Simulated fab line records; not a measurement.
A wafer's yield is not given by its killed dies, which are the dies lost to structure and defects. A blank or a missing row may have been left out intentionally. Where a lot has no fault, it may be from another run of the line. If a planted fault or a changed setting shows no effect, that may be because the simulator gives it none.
Comparing a struck lot with a sound one :: flow sky130 :: 20 steps out of a route of 708
Sound: the wafers L530.1, L530.5, L530.6. The struck wafers were L533.2, L533.3, L533.4. Last of all comes the cause.
For every step that has rows: the tool of each side, followed by ch and its chambers, followed by its first start. Under that, the readings that differ: sound wafers :: struck wafers :: difference of the means :: sigmas: that difference in standard deviations of wafers without a fault.
alike: same words and numbers on both sides, and readings whose means sit less than 2 such deviations apart. not compared: any withheld reading, any reading some wafer has no value for, any bound like >300 that may hide the same value, and any number with overlapping values for which the record gives no deviation.
A row with sigmas, a row that says differs or no value, or rows on one side alone: a step with any of these is where the two part. Numbers that have no deviation but don't overlap get no sigmas and don't part them. A reading that every wafer of one side lacks parts them only if that side has two wafers or more.

first, 3 steps without rows for these wafers: SKY_SD_P_EXPOSE_04 (exposes mask PSDM, target cd 380 nm); SKY_SD_P_PEB_05; SKY_SD_P_DEVELOP_06 (develop time 60 s).
SKY_SD_P_CD_MEAS_07 targets a cd of 380 nm.
  sound on cd_sem-02 at day 26 21:49; struck on cd_sem-02 at day 29 06:39
  alike: cd_nm
SKY_SD_P_OVL_MEAS_08:
  sound on overlay-01 at day 26 21:56; struck on overlay-02 at day 29 06:46
  alike: SD_P_OVL
next, for these wafers, 1 step has no rows: SKY_SD_P_IMPLANT_09.
SKY_SD_P_STRIP_10: strips in O2/N2.
  sound on plasma_asher-01 ch 0,1, day 26 22:08; struck on plasma_asher-01 ch 0,1, day 29 06:56
reading: strip_time_to_endpoint_s (s)
sound: 17.40 17.43 17.46
struck: 17.52 17.50 17.50
difference: +0.08
sigmas: +2
  alike: drypump_motor_current_A, oes_product_au
  not compared: rf_hours_counter_h
SKY_SD_P_TW_MEAS_11:
  sound on film_metro-01 at day 26 22:14; struck on film_metro-03 at day 29 07:03
  alike: SD_P_TW
then, 4 steps without rows for these wafers: SKY_RES_XHIGH_DEHYDRATE_00 (time 60 s); SKY_RES_XHIGH_HMDS_01 (prime time 60 s); SKY_RES_XHIGH_COAT_02 (resist thk 1140 nm); SKY_RES_XHIGH_SOFTBAKE_03 (time 60 s).
SKY_RES_XHIGH_EXPOSE_04: exposes mask URPM, target cd 1270 nm.
  sound on iline_stepper-01 ch 0, day 27 12:58; struck on iline_stepper-02 ch 0, day 29 20:41
reading: mask
sound: URPM#0 URPM#0 URPM#0
struck: NSDM#0 NSDM#0 NSDM#0
difference: differs
sigmas: 
  alike: exposure_dose_mJ_cm2
then, 3 steps without rows for these wafers: SKY_RES_XHIGH_PEB_05; SKY_RES_XHIGH_DEVELOP_06 (develop time 60 s); SKY_RES_XHIGH_IMPLANT_07.
SKY_RES_XHIGH_STRIP_08: strips in O2/N2.
  sound on plasma_asher-01 ch 0,1, day 28 02:55; struck on plasma_asher-01 ch 0,1, day 30 08:40
  alike: drypump_motor_current_A, oes_product_au, strip_time_to_endpoint_s
  not compared: rf_hours_counter_h
SKY_RES_XHIGH_TW_MEAS_09:
  sound on film_metro-04 at day 28 03:01; struck on film_metro-01 at day 30 08:47
reading: RES_XHIGH_TW
sound: 1662 1659 1669
struck: 30 30 30
difference: -1633
sigmas: -99 or more
then, 1 step without rows for these wafers: SKY_SD_N_DEHYDRATE_00 (time 60 s).
-- here the record skips 18 days between the struck wafers' starts before and after, leaving off in module SD_N and picking up in module PAD_OPEN (first step shown: number 708 of the route) --
SKY_PAD_OPEN_PROBE_99:
  sound on prober-01 at day 46 20:43; struck on prober-01 at day 47 23:12
reading: killed_at_other
sound: 0 0 0
struck: 413 417 411
difference: +414
sigmas: +99 or more

reading: killed_dies
sound: 91 87 86
struck: 492 492 492
difference: +404
sigmas: +43

reading: killed_on_rim
sound: 13 17 14
struck: 96 96 96
difference: +81
sigmas: +22

reading: model.etest.res_ndiff.line_ohm_um
sound: 769.4 775 772.9
struck: 946.4 971.9 969.5
difference: +190.2
sigmas: 

reading: model.etest.nfet_g5v0d10v5.r_on_ohm_um
sound: 1890 1915 1911
struck: 2029 2020 2001
difference: +111
sigmas: 

reading: model.etest.sonos_uncharged.r_on_ohm_um
sound: 807.6 815.5 816.8
struck: 912 909.5 908.6
difference: +97
sigmas: 

reading: model.etest.res_ndiff.rs_ohm_sq
sound: 120.8 121.7 121.9
struck: 150.8 151.9 150.5
difference: +29.6
sigmas: 

reading: model.etest.licon_ndiff.rc_ohm
sound: 187.7 199.4 187
struck: 216.7 214.1 208.4
difference: +21.7
sigmas: 

reading: model.etest.res_ndiff_hv.rs_ohm_sq
sound: 114.9 115.4 114.9
struck: 138.8 140.3 139.3
difference: +24.4
sigmas: 

reading: model.etest.diode_ndiff_pwell.leak_log10_a_cm2
sound: -7.512 -7.574 -7.222
struck: -5.772 -5.889 -6.166
difference: +1.494
sigmas: 
  alike: killed_at_M0_to_M3, killed_at_M4_up, killed_at_contacts, killed_at_front_end, killed_open, killed_short
  not compared: model.etest.nfet_01v8.r_on_ohm_um

== WHERE THEY PART ==
Last at SKY_PAD_OPEN_PROBE_99 as far as this record goes, first at SKY_SD_P_STRIP_10.

WHY: what the simulator had put in
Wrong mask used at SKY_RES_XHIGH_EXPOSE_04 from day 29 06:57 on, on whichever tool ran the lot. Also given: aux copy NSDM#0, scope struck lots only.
